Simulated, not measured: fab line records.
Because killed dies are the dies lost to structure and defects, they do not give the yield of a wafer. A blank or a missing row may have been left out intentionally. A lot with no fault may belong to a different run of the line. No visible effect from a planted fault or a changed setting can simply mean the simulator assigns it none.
One fault through the eyes of 2 desks :: flow gf180mcu :: numbers are kept per desk, each desk with only its own; the story behind them comes last

== TOOL OWNER'S DESK, litho_track-03 ==
The tool's own readings at GF_V5_SOFTBAKE_10 (time 60 s): means of the sampled wafers that have a number, for each lot that ran on this tool. A lot is out of limits, marked OUT, if its mean lies more than 4 standard deviations from the usual mean; the brackets give that distance.
Columns: A = run_length_s at GF_V5_SOFTBAKE_10, usual 89.34 s
lot: L182
first seen here: day 27 01:00
A: 89.39

lot: L186
first seen here: day 28 05:00
A: 89.33

lot: L188
first seen here: day 29 02:00
A: 89.40

lot: L190
first seen here: day 29 12:00
A: 89.30

lot: L194
first seen here: day 30 16:00
A: 89.33

lot: L195
first seen here: day 30 22:00
A: 92.39 (+20) OUT

lot: L197
first seen here: day 31 13:00
A: 92.47 (+21) OUT
Finding of this desk: L195, L197 out of limits; the first was L195 at day 30 22:00, on run_length_s at GF_V5_SOFTBAKE_10. Within limits: L182, L186, L188, L190, L194.

== METROLOGY DESK ==
Lot by lot, what the gauges showed, no matter which tool ran the lot: averages of those sampled wafers that carry a number. A lot is out of limits, marked OUT, if its mean lies more than 4 standard deviations from the usual mean; the brackets give that distance.
Columns: A = V5_CVD_00_THK at GF_V5_THK_MEAS_01, usual 301.4 nm
lot: L181
first seen here: day 26 00:42
A: 300.7

lot: L182
first seen here: day 26 14:36
A: 303.0

lot: L184
first seen here: day 27 01:11
A: 298.1

lot: L186
first seen here: day 27 19:20
A: 300.1

lot: L187
first seen here: day 28 15:02
A: 304.2

lot: L188
first seen here: day 28 16:59
A: 299.9

lot: L189
first seen here: day 28 21:10
A: 302.3

lot: L190
first seen here: day 29 02:23
A: 306.0

lot: L192
first seen here: day 29 19:58
A: 303.1

lot: L194
first seen here: day 30 07:15
A: 300.5

lot: L195
first seen here: day 30 13:08
A: 305.7

lot: L196
first seen here: day 30 18:34
A: 301.3

lot: L197
first seen here: day 31 04:19
A: 300.7
This desk's finding: nothing out of limits on any of the 13 lots.

== ALL TOGETHER ==
On L195, L197, at day 30 22:00, an alarm was possible from the tool owner's desk.
Nothing out of limits was seen by the metrology desk.
The metrology desk holds a record of L195, L197, inside its limits.
On litho_track-03, each named lot ran GF_V5_SOFTBAKE_10.

== WHAT THE SIMULATOR PUT IN ==
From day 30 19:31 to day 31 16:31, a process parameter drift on litho_track-03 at GF_V5_SOFTBAKE_10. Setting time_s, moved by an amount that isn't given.
Lots struck among those shown: L195, L197.
Hours from the fault's start to each desk's first reading out of limits: the tool owner's desk, 2.
